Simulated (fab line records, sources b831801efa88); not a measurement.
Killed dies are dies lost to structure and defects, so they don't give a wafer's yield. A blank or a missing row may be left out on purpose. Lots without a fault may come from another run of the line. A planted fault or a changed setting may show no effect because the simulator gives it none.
A sampling plan put to the test | flow sky130 | one fab line, 5 faults that these records tell of, each judged on the records of the lots that it struck
The plan is the line's own looks: the steps of the route at which a gauge or an inspection reads the wafer and doesn't change it. A look can be judged if struck wafers have a number there and the file gives its usual mean and standard deviation on fault-free wafers. Caught: at a look after the fault's first step, the mean of the struck wafers lies 4 or more of those standard deviations (sigma) from the usual mean. On the tool: the same test on the tool's own readings at the fault's steps. Another recipe on the struck wafers, or a record that is blank for them alone, also counts as caught.

THE FAULTS, as the simulator had put them in
1. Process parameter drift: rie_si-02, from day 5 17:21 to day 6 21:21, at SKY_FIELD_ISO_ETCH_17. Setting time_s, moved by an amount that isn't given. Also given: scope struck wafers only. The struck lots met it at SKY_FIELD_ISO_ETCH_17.
2. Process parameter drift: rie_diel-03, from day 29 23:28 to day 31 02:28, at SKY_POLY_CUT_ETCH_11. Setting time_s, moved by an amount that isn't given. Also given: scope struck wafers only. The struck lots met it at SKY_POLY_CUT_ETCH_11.
3. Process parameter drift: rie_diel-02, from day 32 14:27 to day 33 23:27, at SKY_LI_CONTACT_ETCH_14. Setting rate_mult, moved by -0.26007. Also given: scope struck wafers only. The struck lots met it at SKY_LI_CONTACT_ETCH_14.
4. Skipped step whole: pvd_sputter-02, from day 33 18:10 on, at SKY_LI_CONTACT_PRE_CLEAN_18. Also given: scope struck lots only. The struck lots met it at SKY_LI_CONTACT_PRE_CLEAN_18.
5. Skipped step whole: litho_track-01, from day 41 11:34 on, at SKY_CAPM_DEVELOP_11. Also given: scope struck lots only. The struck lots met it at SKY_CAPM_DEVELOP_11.

WHAT THE PLAN SAW
fault | on the tool itself                               | first look that catches it                      | reading, sigma | median hours from its first step to that look | hours from the fault's start to the first struck lot there | judged looks passed uncaught
1     | run_length_s -99 or beyond sigma                 | none of the 2 looks that can be judged after it | -              | -                                             | -                                                          | 2
2     | run_length_s +7.0 sigma                          | not the one look that can be judged after it    | -              | -                                             | -                                                          | 1
3     | only faintly: oes_product_au -3.4 sigma          | not the one look that can be judged after it    | -              | -                                             | -                                                          | 1
4     | the tool's record is blank for the struck wafers | not the one look that can be judged after it    | -              | -                                             | -                                                          | 1
5     | the tool's record is blank for the struck wafers | no look after it can be judged                  | -              | -                                             | -                                                          | 0
A dash: the fault isn't caught, or these records don't give the number.

Caught at a look: 0 of 5. Caught on the tool: 4 of 5. By one or the other: 4 of 5.
Caught on the tool alone: faults 1, 2, 4, 5.
Caught by neither: fault 3.
